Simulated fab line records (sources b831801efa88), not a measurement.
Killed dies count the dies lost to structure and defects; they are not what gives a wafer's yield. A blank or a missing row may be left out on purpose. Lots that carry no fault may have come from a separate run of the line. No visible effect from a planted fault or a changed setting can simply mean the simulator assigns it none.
Which of the tools did it?	flow sky130	24 lots, 72 wafers sampled, at 5 steps of a route of 708

WHAT THE GAUGES SHOWED, per wafer
SKY_CONTACT_OVL_MEAS_15.
lot	measured	on	CONTACT_OVL (nm)
L074	day 32 07:59	overlay-01	0 -1 -4
L075	day 32 08:50	overlay-02	-5 0 1
L076	day 33 10:05	overlay-02	-1 -6 -4
L077	day 33 10:26	overlay-01	-1 -4 1
L078	day 33 16:41	overlay-02	-12 -8 -10
L079	day 33 20:49	overlay-01	-9 -1 -2
L082	day 34 05:10	overlay-01	-10 -10 -3
L080	day 34 07:24	overlay-01	-5 -5 4
L081	day 34 08:32	overlay-02	2 0 -4
L083	day 34 12:49	overlay-02	-2 5 -1
L084	day 35 00:14	overlay-01	-2 -3 1
L086	day 35 11:14	overlay-01	0 2 5
L085	day 35 13:32	overlay-01	1 -4 -4
L087	day 35 16:45	overlay-01	5 2 -1
L088	day 36 04:52	overlay-01	5 4 6
L089	day 37 09:08	overlay-02	7 8 8
L091	day 37 09:52	overlay-02	-3 2 -5
L090	day 37 10:32	overlay-01	2 7 3
L092	day 37 11:29	overlay-02	-7 -7 1
L093	day 37 16:58	overlay-01	-6 -4 -3
L094	day 38 05:07	overlay-02	-9 -10 -13
L095	day 38 11:07	overlay-01	0 6 4
L096	day 38 16:19	overlay-02	3 4 0
L097	day 38 18:19	overlay-02	-8 -3 -6

SKY_CAPM_THK_MEAS_04: measures by xrf.
lot	measured	on	CAPM_TIN_THK (nm)
L074	day 37 02:22	film_metro-03	198.0 199.1 198.3
L075	day 37 02:41	film_metro-02	195.1 194.3 194.6
L076	day 38 03:17	film_metro-01	197.0 196.8 197.0
L077	day 38 03:58	film_metro-02	193.9 191.3 192.2
L078	day 38 09:05	film_metro-01	197.7 199.5 199.3
L079	day 38 13:15	film_metro-03	198.5 195.8 198.0
L082	day 38 21:28	film_metro-03	200.8 199.1 199.2
L080	day 38 22:37	film_metro-03	197.6 199.9 195.1
L081	day 39 02:28	film_metro-02	197.2 195.9 197.9
L083	day 39 03:40	film_metro-01	200.5 197.4 196.2
L084	day 39 14:43	film_metro-01	202.3 201.0 200.1
L086	day 40 00:02	film_metro-03	199.2 201.4 197.8
L085	day 40 03:19	film_metro-01	201.3 204.2 199.1
L087	day 40 06:11	film_metro-01	197.4 200.0 199.9
L088	day 40 15:54	film_metro-03	199.5 201.1 200.9
L089	day 41 18:04	film_metro-03	199.1 197.7 196.3
L091	day 41 18:41	film_metro-01	197.2 197.2 200.7
L090	day 41 19:07	film_metro-01	201.7 200.7 199.9
L092	day 41 19:43	film_metro-01	197.9 197.9 196.9
L093	day 42 03:53	film_metro-03	198.0 198.4 198.5
L094	day 42 14:10	film_metro-02	198.4 198.7 198.7
L095	day 42 22:44	film_metro-01	202.0 201.4 201.2
L096	day 43 00:43	film_metro-02	198.4 197.8 196.8
L097	day 43 02:34	film_metro-02	197.3 196.8 196.4

EACH LOT AND THE TOOL THAT RAN IT (in order: tool; ch and the chambers of the sampled wafers; start)
lot	SKY_VIA1_ETCH_14	SKY_VIA2_ETCH_15	SKY_VIA2_CVD_21
L074	rie_diel-02 ch 0,1,3, day 34 17:46	rie_diel-02 ch 1,2,3, day 37 00:34	cvd_w-02 ch 0,1, day 37 01:17
L075	rie_diel-03 ch 1,2,3, day 34 18:26	rie_diel-03 ch 1,3, day 37 00:41	cvd_w-02 ch 0,1, day 37 01:25
L076	rie_diel-03 ch 2,3, day 35 17:52	rie_diel-02 ch 1,2,3, day 38 00:43	cvd_w-01 ch 0, day 38 01:26
L077	rie_diel-02 ch 0,2,3, day 35 18:59	rie_diel-03 ch 0,1,2, day 38 02:11	cvd_w-02 ch 0,1, day 38 02:54
L078	rie_diel-03 ch 1,2,3, day 36 00:38	rie_diel-01 ch 0,2,3, day 38 07:17	cvd_w-02 ch 0,1, day 38 08:00
L079	rie_diel-04 ch 1,2,3, day 36 05:14	rie_diel-01 ch 1,2, day 38 11:25	cvd_w-02 ch 0,1, day 38 12:10
L082	rie_diel-02 ch 0,1, day 36 13:08	rie_diel-03 ch 0,2, day 38 19:38	cvd_w-02 ch 0,1, day 38 20:23
L080	rie_diel-02 ch 0,2, day 36 14:05	rie_diel-02 ch 0,1, day 38 20:46	cvd_w-02 ch 0,1, day 38 21:34
L081	rie_diel-02 ch 0,1, day 36 15:53	rie_diel-02 ch 0,1,3, day 39 00:37	cvd_w-02 ch 0,1, day 39 01:22
L083	rie_diel-02 ch 0,2, day 36 18:44	rie_diel-01 ch 0,1,3, day 39 01:37	cvd_w-02 ch 0,1, day 39 02:23
L084	rie_diel-03 ch 1,3, day 37 07:20	rie_diel-01 ch 0,2, day 39 12:46	cvd_w-01 ch 0,1, day 39 13:38
L086	rie_diel-03 ch 0,3, day 37 17:23	rie_diel-03 ch 0,2,3, day 39 22:14	cvd_w-01 ch 0, day 39 22:57
L085	rie_diel-03 ch 0,1, day 37 21:15	rie_diel-01 ch 2,3, day 40 01:31	cvd_w-02 ch 0, day 40 02:14
L087	rie_diel-02 ch 0,1,2, day 37 23:50	rie_diel-02 ch 1,2,3, day 40 04:22	cvd_w-02 ch 0,1, day 40 05:06
L088	rie_diel-03 ch 1,2,3, day 38 10:48	rie_diel-03 ch 0,1,2, day 40 14:05	cvd_w-02 ch 0,1, day 40 14:51
L089	rie_diel-03 ch 0,2,3, day 39 13:11	rie_diel-01 ch 0,1,3, day 41 16:16	cvd_w-02 ch 0,1, day 41 16:59
L091	rie_diel-04 ch 0,1,2, day 39 14:26	rie_diel-03 ch 1,2, day 41 16:37	cvd_w-02 ch 0,1, day 41 17:23
L090	rie_diel-03 ch 0,1, day 39 15:05	rie_diel-01 ch 2,3, day 41 17:19	cvd_w-01 ch 0,1, day 41 18:02
L092	rie_diel-02 ch 1,3, day 39 16:42	rie_diel-03 ch 1,2, day 41 17:40	cvd_w-01 ch 0,1, day 41 18:23
L093	rie_diel-02 ch 0,2, day 39 22:50	rie_diel-03 ch 0,2, day 42 01:53	cvd_w-02 ch 0, day 42 02:37
L094	rie_diel-03 ch 0,1,2, day 40 09:29	rie_diel-02 ch 0,1,2, day 42 12:19	cvd_w-01 ch 0,1, day 42 13:04
L095	rie_diel-03 ch 0,1,2, day 40 15:05	rie_diel-01 ch 1,2,3, day 42 20:37	cvd_w-01 ch 0,1, day 42 21:35
L096	rie_diel-03 ch 2,3, day 40 20:05	rie_diel-01 ch 1,2,3, day 42 22:53	cvd_w-02 ch 0,1, day 42 23:38
L097	rie_diel-02 ch 0,1,2, day 40 22:11	rie_diel-03 ch 0,1, day 43 00:44	cvd_w-02 ch 0,1, day 43 01:29
- SKY_VIA1_ETCH_14: etches BARC in N2/H2, stops on SiO2, time 45.9 s, target depth 60 nm.
- SKY_VIA2_ETCH_15: etches SiO2 in C4F8/O2/Ar, stops on TiN, target depth 546 nm, time 84 s.
- SKY_VIA2_CVD_21: deposits W, target thk 420 nm, time 126.4 s.

AS READ BY THE TOOLS THEMSELVES (means over the sampled wafers that have a number; for cases with no such wafer, the mark the record gives instead)
SKY_VIA1_ETCH_14.
lot	tool	bias_w (W)	chamber_pressure_mTorr (mTorr)	drypump_motor_current_A (A)	oes_product_au (a.u.)	throttle_valve_pct (%)
L074	rie_diel-02	100.2	29.995	5.8	0.854	13.212
L075	rie_diel-03	100.0	29.984	6.2	0.852	13.216
L076	rie_diel-03	100.1	29.999	6.1	0.855	13.225
L077	rie_diel-02	100.3	29.993	5.8	0.853	13.225
L078	rie_diel-03	100.0	29.978	6.2	0.860	13.226
L079	rie_diel-04	99.9	29.995	5.9	0.859	13.217
L082	rie_diel-02	100.4	29.981	5.9	0.855	13.232
L080	rie_diel-02	99.8	29.966	5.9	0.855	13.223
L081	rie_diel-02	99.6	29.958	6.1	0.853	13.222
L083	rie_diel-02	100.0	30.005	6.1	0.856	13.221
L084	rie_diel-03	100.1	29.988	6.4	0.856	13.224
L086	rie_diel-03	100.4	29.974	5.8	0.855	13.224
L085	rie_diel-03	100.1	29.987	6.3	0.852	13.224
L087	rie_diel-02	99.9	29.984	5.9	0.860	13.225
L088	rie_diel-03	100.0	30.008	6.2	0.860	13.219
L089	rie_diel-03	100.0	30.013	6.0	0.858	13.227
L091	rie_diel-04	99.4	30.004	6.1	0.853	13.219
L090	rie_diel-03	99.9	30.007	6.3	0.853	13.230
L092	rie_diel-02	100.0	30.021	5.6	0.858	13.226
L093	rie_diel-02	99.8	30.026	5.9	0.862	13.221
L094	rie_diel-03	99.9	30.000	6.3	0.858	13.223
L095	rie_diel-03	100.0	30.010	6.3	0.855	13.224
L096	rie_diel-03	100.0	29.991	6.1	0.856	13.230
L097	rie_diel-02	99.8	29.995	5.9	0.859	13.225

SKY_VIA2_ETCH_15.
lot	tool	bias_w (W)	chamber_pressure_mTorr (mTorr)	oes_product_au (a.u.)
L074	rie_diel-02	1241	40.03	0.939
L075	rie_diel-03	1239	39.99	0.939
L076	rie_diel-02	1239	40.04	0.940
L077	rie_diel-03	1244	40.02	0.940
L078	rie_diel-01	1237	40.00	0.935
L079	rie_diel-01	1242	40.00	0.937
L082	rie_diel-03	1241	39.97	0.937
L080	rie_diel-02	1246	39.95	0.942
L081	rie_diel-02	1243	40.00	0.942
L083	rie_diel-01	1240	39.97	0.939
L084	rie_diel-01	1244	40.00	0.941
L086	rie_diel-03	1241	40.01	0.939
L085	rie_diel-01	1242	40.01	0.940
L087	rie_diel-02	1239	40.00	0.938
L088	rie_diel-03	1243	40.01	0.940
L089	rie_diel-01	1242	40.00	0.937
L091	rie_diel-03	1243	39.97	0.942
L090	rie_diel-01	1245	39.98	0.938
L092	rie_diel-03	1242	40.00	0.937
L093	rie_diel-03	1240	39.99	0.940
L094	rie_diel-02	1238	40.01	0.937
L095	rie_diel-01	1241	40.01	0.941
L096	rie_diel-01	1237	39.98	0.937
L097	rie_diel-03	1246	40.04	0.935

SKY_VIA2_CVD_21.
lot	tool	heater_power_w (W)	susceptor_temp_C (C)
L074	cvd_w-02	970	400.02
L075	cvd_w-02	981	400.04
L076	cvd_w-01	863	399.89
L077	cvd_w-02	992	400.18
L078	cvd_w-02	1040	400.12
L079	cvd_w-02	986	399.93
L082	cvd_w-02	975	400.13
L080	cvd_w-02	978	400.04
L081	cvd_w-02	1032	399.99
L083	cvd_w-02	975	399.89
L084	cvd_w-01	824	399.75
L086	cvd_w-01	781	399.46
L085	cvd_w-02	1102	400.05
L087	cvd_w-02	990	399.86
L088	cvd_w-02	1040	399.70
L089	cvd_w-02	973	399.99
L091	cvd_w-02	968	400.09
L090	cvd_w-01	801	400.21
L092	cvd_w-01	804	400.23
L093	cvd_w-02	1100	399.93
L094	cvd_w-01	788	400.00
L095	cvd_w-01	823	400.01
L096	cvd_w-02	982	400.13
L097	cvd_w-02	987	399.88

THE ANSWER, worked out from the rows above alone
Rule: usual is defined by the lots themselves. The widest of any qualifying gaps counts: lots, ordered by their means at a reading, are off when they make up no more than a third of the lots, leave a main group of 4 or more, and stand apart from it by 3 or more times the standard deviation of that group's means. The tables above print the reading to a certain number of digits; a main group whose means all agree to those digits is not used. Also off: a lot with no number at a reading for which 4 or more lots have one. Where the step has rows for the other lots, those lots are counted as sound. Order of review: gauges by route order, followed by the tools' own readings, for which a lot's mean as printed above is used. The first step at which some lot is off is used, and at that step the reading that is off furthest; a lot without a number counts as furthest.
None of the lots is off at any reading shown; this tells nothing.

WHAT HAD BEEN PUT IN BY THE SIMULATOR
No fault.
